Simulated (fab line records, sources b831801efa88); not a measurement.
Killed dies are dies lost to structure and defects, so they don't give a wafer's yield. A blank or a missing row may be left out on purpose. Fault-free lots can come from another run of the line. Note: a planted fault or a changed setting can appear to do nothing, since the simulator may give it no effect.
Which tool is to blame? | flow gf180mcu | 14 lots with 40 wafers sampled at 5 steps, on a route of 602 steps

WHAT THE GAUGES READ, wafer by wafer
GF_HV_LDD_RS_MEAS_53: uses a four-point probe to measure. Usual: HV_LDD_RS gives 418.8 ohm/sq (standard deviation 1.1).
lot  | measured     | on            | HV_LDD_RS (ohm/sq) | flag
L537 | day 12 12:56 | film metro-04 | 418.2 419.0 418.9  |
L538 | day 12 20:35 | film metro-01 | 417.9 418.8 418.8  |
L541 | day 13 22:25 | film metro-04 | 421.1 419.7 420.7  |
L542 | day 14 01:23 | film metro-01 | 419.2 419.0 419.1  |
L543 | day 14 12:23 | film metro-03 | 417.3 417.1 416.2  |
L544 | day 14 19:56 | film metro-03 | 417.4 417.0 417.7  |
L545 | day 15 02:54 | film metro-01 | 420.3 419.0 418.9  |
L546 | day 15 11:27 | film metro-01 | 420.6 419.5 419.7  |
L547 | day 15 17:02 | film metro-04 | 419.0 419.6        |
L549 | day 16 10:11 | film metro-04 | 419.9 420.1        |
L555 | day 18 16:17 | film metro-03 | 416.8 416.0 417.5  |
L556 | day 19 10:14 | film metro-03 | 418.8 418.6 418.1  |
L558 | day 19 21:41 | film metro-03 | 419.0 418.2 419.7  |
L560 | day 20 14:28 | film metro-01 | 418.3 420.0 418.5  |

GF_CONTACT_THK_MEAS_01. Usual: CONTACT_CVD_00_THK gives 300.6 nm (standard deviation 2.9).
lot  | measured     | on            | CONTACT_CVD_00_THK (nm) | flag
L537 | day 15 05:52 | film metro-03 | 302.5 303.6 298.6       |
L538 | day 15 13:32 | film metro-03 | 302.4 303.7 301.3       |
L541 | day 16 20:41 | film metro-01 | 299.0 302.4 297.7       |
L542 | day 16 20:48 | film metro-04 | 305.4 300.2 299.2       |
L543 | day 17 08:24 | film metro-01 | 301.0 302.9 303.2       |
L544 | day 17 17:20 | film metro-04 | 302.1 299.2 299.4       |
L545 | day 18 00:13 | film metro-01 | 295.3 302.1 299.9       |
L546 | day 18 09:29 | film metro-04 | 295.0 297.6 300.3       |
L547 | day 18 15:30 | film metro-01 | 298.6 301.9             |
L549 | day 19 12:24 | film metro-04 | 308.0 302.0             |
L555 | day 21 22:28 | film metro-04 | 300.9 304.5 296.8       |
L556 | day 22 14:31 | film metro-04 | 303.3 304.4 303.9       |
L558 | day 23 01:52 | film metro-04 | 294.7 296.6 298.1       |
L560 | day 23 16:11 | film metro-04 | 294.9 299.1 296.7       |

WHAT TOOL EACH LOT RAN ON (gives the tool, then ch and the chambers of the sampled wafers, and finally the start)
lot  | GF_SAB_COAT_04                    | GF_SAB_STRIP_13                      | GF_SALICIDE_SPUTTER_03
L537 | litho track-03 ch 0, day 14 18:27 | plasma asher-04 ch 1, day 15 05:06   | pvd sputter-02, day 15 05:19
L538 | litho track-03 ch 0, day 15 01:18 | plasma asher-04 ch 0,1, day 15 12:47 | pvd sputter-03, day 15 12:58
L541 | litho track-02 ch 0, day 16 04:59 | plasma asher-04 ch 0,1, day 16 19:54 | pvd sputter-03, day 16 20:08
L542 | litho track-01 ch 0, day 16 08:24 | plasma asher-01 ch 0,1, day 16 20:02 | pvd sputter-02, day 16 20:16
L543 | litho track-01 ch 0, day 16 20:39 | plasma asher-02 ch 0,1, day 17 07:39 | pvd sputter-02, day 17 07:50
L544 | litho track-02 ch 0, day 17 04:44 | plasma asher-02 ch 0, day 17 16:34   | pvd sputter-04, day 17 16:47
L545 | litho track-02 ch 0, day 17 12:35 | plasma asher-02 ch 0,1, day 17 23:27 | pvd sputter-03, day 17 23:40
L546 | litho track-02 ch 0, day 17 20:44 | plasma asher-02 ch 0,1, day 18 08:44 | pvd sputter-04, day 18 08:55
L547 | litho track-02 ch 0, day 18 02:11 | plasma asher-01 ch 1, day 18 14:44   | pvd sputter-03, day 18 14:57
L549 | litho track-02 ch 0, day 18 22:14 | plasma asher-02 ch 0,1, day 19 11:32 | pvd sputter-04, day 19 11:45
L555 | litho track-02 ch 0, day 21 09:08 | plasma asher-02 ch 0,1, day 21 21:43 | pvd sputter-03, day 21 21:56
L556 | litho track-02 ch 0, day 22 01:52 | plasma asher-01 ch 0,1, day 22 13:46 | pvd sputter-03, day 22 13:58
L558 | litho track-03 ch 0, day 22 12:53 | plasma asher-01 ch 0,1, day 23 01:06 | pvd sputter-03, day 23 01:19
L560 | litho track-02 ch 0, day 23 03:49 | plasma asher-02 ch 0,1, day 23 15:24 | pvd sputter-04, day 23 15:37
- GF_SAB_COAT_04: resist thk 1000 nm.
- GF_SAB_STRIP_13: strips in O2/N2.
- GF_SALICIDE_SPUTTER_03: material TiN, target thk 20 nm, time 16.7 s.

WHAT THE TOOLS THEMSELVES READ (means of the sampled wafers that have a number; where no wafer has one, the mark that the record gives instead)
GF_SAB_COAT_04. Usual: dispense pressure kPa at 52 kPa, with a standard deviation of 4.
lot  | tool           | dispense pressure kPa (kPa) | flag
L537 | litho track-03 | 45                          |
L538 | litho track-03 | 45                          |
L541 | litho track-02 | 53                          |
L542 | litho track-01 | 56                          |
L543 | litho track-01 | 56                          |
L544 | litho track-02 | 53                          |
L545 | litho track-02 | 53                          |
L546 | litho track-02 | 53                          |
L547 | litho track-02 | 53                          |
L549 | litho track-02 | 53                          |
L555 | litho track-02 | 53                          |
L556 | litho track-02 | 53                          |
L558 | litho track-03 | 45                          |
L560 | litho track-02 | 53                          |

GF_SAB_STRIP_13. Usual: drypump motor current A 5.9 A, standard deviation 0.31; heater power w 332 W, standard deviation 25; oes product au 0.709 a.u., standard deviation 0.0048; strip time to endpoint s 12.62 s, standard deviation 0.036.
lot  | tool            | drypump motor current A (A) | heater power w (W) | oes product au (a.u.) | strip time to endpoint s (s) | flag
L537 | plasma asher-04 | 6.2                         | 313                | 0.712                 | 12.62                        |
L538 | plasma asher-04 | 6.1                         | 327                | 0.710                 | 12.60                        |
L541 | plasma asher-04 | 6.1                         | 320                | 0.708                 | 12.64                        |
L542 | plasma asher-01 | 5.7                         | 321                | 0.714                 | 12.60                        |
L543 | plasma asher-02 | 6.2                         | 332                | 0.708                 | 12.57                        |
L544 | plasma asher-02 | 6.2                         | 343                | 0.708                 | 12.61                        |
L545 | plasma asher-02 | 6.2                         | 332                | 0.713                 | 12.59                        |
L546 | plasma asher-02 | 6.2                         | 335                | 0.712                 | 12.42                        | OFF
L547 | plasma asher-01 | 5.4                         | 373                | 0.708                 | 12.29                        | OFF
L549 | plasma asher-02 | 6.2                         | 332                | 0.716                 | 12.42                        | OFF
L555 | plasma asher-02 | 6.2                         | 333                | 0.706                 | 12.62                        |
L556 | plasma asher-01 | 5.7                         | 313                | 0.713                 | 12.64                        |
L558 | plasma asher-01 | 5.7                         | 319                | 0.707                 | 12.63                        |
L560 | plasma asher-02 | 6.2                         | 341                | 0.708                 | 12.60                        |

GF_SALICIDE_SPUTTER_03. Usual: throttle valve pct at 30.0 %, with a standard deviation of 1.1.
lot  | tool           | throttle valve pct (%) | flag
L537 | pvd sputter-02 | 30.8                   |
L538 | pvd sputter-03 | 30.2                   |
L541 | pvd sputter-03 | 30.1                   |
L542 | pvd sputter-02 | 31.3                   |
L543 | pvd sputter-02 | 29.3                   |
L544 | pvd sputter-04 | 30.6                   |
L545 | pvd sputter-03 | 30.3                   |
L546 | pvd sputter-04 | 29.8                   |
L547 | pvd sputter-03 | 30.2                   |
L549 | pvd sputter-04 | 29.8                   |
L555 | pvd sputter-03 | 29.5                   |
L556 | pvd sputter-03 | 29.5                   |
L558 | pvd sputter-03 | 29.5                   |
L560 | pvd sputter-04 | 30.1                   |

THE ANSWER, worked out from the rows above alone
Rule: take the mean of a lot's wafers that have a number; if it is more than 3 standard deviations from the usual mean, the lot is off. Also off: a lot with no number at a reading for which 4 or more lots have one. All remaining lots with rows at the step are treated as sound. After the gauges, taken in route order, come the tools' own readings; for these a lot's mean is taken, as printed above. At the first step where some lot is off, the reading lying furthest off is the one used; lots without a number count as furthest.
Off: L546, L547, L549 (GF_SAB_STRIP_13, strip time to endpoint s).
If a tool, at that step or one of the process steps before it, ran each lot that is off and ran no sound lot following the first of them, it fits. None of those tried fits.

WHAT THE SIMULATOR PUT IN
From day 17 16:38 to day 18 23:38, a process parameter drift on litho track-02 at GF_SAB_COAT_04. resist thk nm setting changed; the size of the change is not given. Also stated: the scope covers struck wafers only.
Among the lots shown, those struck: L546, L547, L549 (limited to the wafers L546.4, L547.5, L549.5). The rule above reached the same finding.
